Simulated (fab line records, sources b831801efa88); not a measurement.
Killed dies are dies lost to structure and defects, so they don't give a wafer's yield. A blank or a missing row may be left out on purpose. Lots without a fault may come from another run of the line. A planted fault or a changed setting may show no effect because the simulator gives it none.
Chamber matching | flow sky130 | SKY_VIA1_ETCH_15 on rie_diel-01: 4 sister chambers
The step etches SiO2 in C4F8/O2/Ar, stops on TiN, target depth 351 nm, time 54 s. 14 wafers are shown with their chamber, then 7 later ones without.

WAFERS WITH THEIR CHAMBER
wafer  | chamber | oes_product_au (a.u.)
L076.2 | 3       | 0.986
L076.4 | 0       | 0.989
L076.5 | 2       | 0.984
L080.2 | 2       | 0.975
L080.4 | 0       | 0.984
L080.6 | 1       | 0.973
L083.1 | 2       | 0.983
L083.2 | 0       | 0.990
L083.3 | 3       | 0.986
L087.1 | 0       | 0.976
L087.2 | 3       | 0.988
L087.3 | 1       | 0.981
L087.4 | 2       | 0.985
L087.5 | 2       | 0.987

SIGNATURES (means of the wafers above)
reading        | chamber 0 | chamber 1 | chamber 2 | chamber 3 | scatter within a chamber
oes_product_au | 0.98475   | 0.97700   | 0.98280   | 0.98667   | 0.00492
Rule: a wafer's distance from a chamber is the root of the sum, over the readings, of the square of ((its reading less the chamber's mean) divided by the reading's scatter). The wafer belongs to the nearest chamber; if the next one is less than 2 further off, it can't be placed. The scatter: the root of (the sum of the squares of (reading less its chamber's mean) over the shown wafers, divided by (wafers less chambers)).

WAFERS WITHOUT THEIR CHAMBER
wafer  | oes_product_au (a.u.)
L087.6 | 0.971
L095.1 | 0.989
L095.2 | 0.984
L095.3 | 0.979
L095.4 | 0.979
L095.5 | 0.988
L095.6 | 0.976

WHICH CHAMBER EACH WENT THROUGH
wafer  | from the rows above               | in truth
L087.6 | can't be placed: 1 or 2 or 0 or 3 | 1
L095.1 | can't be placed: 3 or 0 or 2 or 1 | 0
L095.2 | can't be placed: 0 or 2 or 3 or 1 | 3
L095.3 | can't be placed: 1 or 2 or 0 or 3 | 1
L095.4 | can't be placed: 1 or 2 or 0 or 3 | 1
L095.5 | can't be placed: 3 or 0 or 2 or 1 | 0
L095.6 | can't be placed: 1 or 2 or 0 or 3 | 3
Placed correctly: 0 of 7. Can't be placed from these rows: 7 (the true chamber is among the candidates in 7). Placed wrongly: 0.
